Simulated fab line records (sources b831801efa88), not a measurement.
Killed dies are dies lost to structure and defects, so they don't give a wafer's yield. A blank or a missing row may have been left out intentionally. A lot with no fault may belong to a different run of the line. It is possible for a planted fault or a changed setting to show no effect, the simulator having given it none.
Which tool did it? / flow sky130 / 33 wafers from 11 lots sampled at 3 of the route's 708 steps

== WHAT THE GAUGES SHOWED, per wafer ==
SKY_CAPM_THK_MEAS_01. Usual: CAPM_CVD_00_THK gives 15.46 nm (standard deviation 0.22).
lot=L240; measured=day 36 02:51; on=film metro-01; CAPM_CVD_00_THK (nm)=15.58 15.41 15.53; flag=
lot=L244; measured=day 37 18:37; on=film metro-01; CAPM_CVD_00_THK (nm)=15.49 15.12 15.69; flag=
lot=L248; measured=day 39 00:53; on=film metro-02; CAPM_CVD_00_THK (nm)=15.05 15.45 15.44; flag=
lot=L249; measured=day 39 11:40; on=film metro-01; CAPM_CVD_00_THK (nm)=15.43 15.52 15.50; flag=
lot=L250; measured=day 39 19:41; on=film metro-02; CAPM_CVD_00_THK (nm)=15.40 15.39 15.28; flag=
lot=L251; measured=day 39 23:08; on=film metro-01; CAPM_CVD_00_THK (nm)=15.53 15.56 15.80; flag=
lot=L252; measured=day 40 06:14; on=film metro-01; CAPM_CVD_00_THK (nm)=15.09 15.56 15.82; flag=
lot=L255; measured=day 41 01:19; on=film metro-04; CAPM_CVD_00_THK (nm)=15.62 15.56 15.90; flag=
lot=L258; measured=day 41 14:19; on=film metro-02; CAPM_CVD_00_THK (nm)=15.68 15.79 15.94; flag=
lot=L260; measured=day 42 22:43; on=film metro-02; CAPM_CVD_00_THK (nm)=15.33 15.21 15.32; flag=
lot=L261; measured=day 43 12:37; on=film metro-04; CAPM_CVD_00_THK (nm)=15.43 15.62 15.66; flag=

== WHAT TOOL EACH LOT RAN ON (gives the tool, then ch and the chambers of the sampled wafers, and finally the start) ==
lot=L240; SKY_METAL3_SPUTTER_00=pvd sputter-02, day 36 02:40; SKY_CAPM_CVD_00=pecvd-02 ch 0,2, day 36 02:49
lot=L244; SKY_METAL3_SPUTTER_00=pvd sputter-02, day 37 18:25; SKY_CAPM_CVD_00=pecvd-01 ch 0,1,2, day 37 18:35
lot=L248; SKY_METAL3_SPUTTER_00=pvd sputter-04, day 39 00:43; SKY_CAPM_CVD_00=pecvd-01 ch 0,1,2, day 39 00:52
lot=L249; SKY_METAL3_SPUTTER_00=pvd sputter-03, day 39 11:28; SKY_CAPM_CVD_00=pecvd-02 ch 0,1,2, day 39 11:37
lot=L250; SKY_METAL3_SPUTTER_00=pvd sputter-02, day 39 19:31; SKY_CAPM_CVD_00=pecvd-03 ch 0,1,2, day 39 19:40
lot=L251; SKY_METAL3_SPUTTER_00=pvd sputter-02, day 39 22:57; SKY_CAPM_CVD_00=pecvd-03 ch 1,2, day 39 23:06
lot=L252; SKY_METAL3_SPUTTER_00=pvd sputter-02, day 40 06:02; SKY_CAPM_CVD_00=pecvd-01 ch 1,2, day 40 06:12
lot=L255; SKY_METAL3_SPUTTER_00=pvd sputter-04, day 41 01:07; SKY_CAPM_CVD_00=pecvd-02 ch 0,1, day 41 01:16
lot=L258; SKY_METAL3_SPUTTER_00=pvd sputter-03, day 41 14:07; SKY_CAPM_CVD_00=pecvd-02 ch 0,2, day 41 14:17
lot=L260; SKY_METAL3_SPUTTER_00=pvd sputter-02, day 42 22:32; SKY_CAPM_CVD_00=pecvd-02 ch 0,1,2, day 42 22:42
lot=L261; SKY_METAL3_SPUTTER_00=pvd sputter-03, day 43 12:26; SKY_CAPM_CVD_00=pecvd-02 ch 0,2, day 43 12:35
- SKY_METAL3_SPUTTER_00: material Ti, target thk 15 nm, time 10 s.
- SKY_CAPM_CVD_00: deposits SiO2, target thk 15.5 nm.

== WHAT THE TOOLS THEMSELVES READ (means of the sampled wafers that have a number; where no wafer has one, the mark that the record gives instead) ==
SKY_METAL3_SPUTTER_00. Usual: throttle valve pct reads 29.8 % (standard deviation 0.67).
lot=L240; tool=pvd sputter-02; throttle valve pct (%)=29.9; flag=
lot=L244; tool=pvd sputter-02; throttle valve pct (%)=29.3; flag=
lot=L248; tool=pvd sputter-04; throttle valve pct (%)=30.3; flag=
lot=L249; tool=pvd sputter-03; throttle valve pct (%)=30.7; flag=
lot=L250; tool=pvd sputter-02; throttle valve pct (%)=29.8; flag=
lot=L251; tool=pvd sputter-02; throttle valve pct (%)=29.1; flag=
lot=L252; tool=pvd sputter-02; throttle valve pct (%)=29.2; flag=
lot=L255; tool=pvd sputter-04; throttle valve pct (%)=29.6; flag=
lot=L258; tool=pvd sputter-03; throttle valve pct (%)=30.2; flag=
lot=L260; tool=pvd sputter-02; throttle valve pct (%)=29.7; flag=
lot=L261; tool=pvd sputter-03; throttle valve pct (%)=30.3; flag=

SKY_CAPM_CVD_00. Usual: heater power w 683 W, standard deviation 92; susceptor temp C 400.01 C, standard deviation 0.23.
lot=L240; tool=pecvd-02; heater power w (W)=581; susceptor temp C (C)=400.20; flag=
lot=L244; tool=pecvd-01; heater power w (W)=660; susceptor temp C (C)=399.96; flag=
lot=L248; tool=pecvd-01; heater power w (W)=726; susceptor temp C (C)=399.82; flag=
lot=L249; tool=pecvd-02; heater power w (W)=667; susceptor temp C (C)=399.82; flag=
lot=L250; tool=pecvd-03; heater power w (W)=701; susceptor temp C (C)=399.94; flag=
lot=L251; tool=pecvd-03; heater power w (W)=847; susceptor temp C (C)=400.44; flag=
lot=L252; tool=pecvd-01; heater power w (W)=717; susceptor temp C (C)=399.76; flag=
lot=L255; tool=pecvd-02; heater power w (W)=612; susceptor temp C (C)=400.23; flag=
lot=L258; tool=pecvd-02; heater power w (W)=577; susceptor temp C (C)=399.99; flag=
lot=L260; tool=pecvd-02; heater power w (W)=628; susceptor temp C (C)=400.05; flag=
lot=L261; tool=pecvd-02; heater power w (W)=601; susceptor temp C (C)=400.27; flag=

== THE ANSWER, worked out from the rows above alone ==
Rule: a lot is off if the mean of its wafers that have a number lies more than 3 standard deviations from the usual mean. Also off: a lot with no number at a reading for which 4 or more lots have one. All remaining lots with rows at the step are treated as sound. The gauges are gone through in route order, then the tools' own readings, and for those a lot's mean is taken as printed above. The first step at which some lot is off is used, and at that step the reading that is off furthest; a lot without a number counts as furthest.
No lot is off on any of the readings shown, so nothing can be concluded from this.

== WHAT WAS PUT IN BY THE SIMULATOR ==
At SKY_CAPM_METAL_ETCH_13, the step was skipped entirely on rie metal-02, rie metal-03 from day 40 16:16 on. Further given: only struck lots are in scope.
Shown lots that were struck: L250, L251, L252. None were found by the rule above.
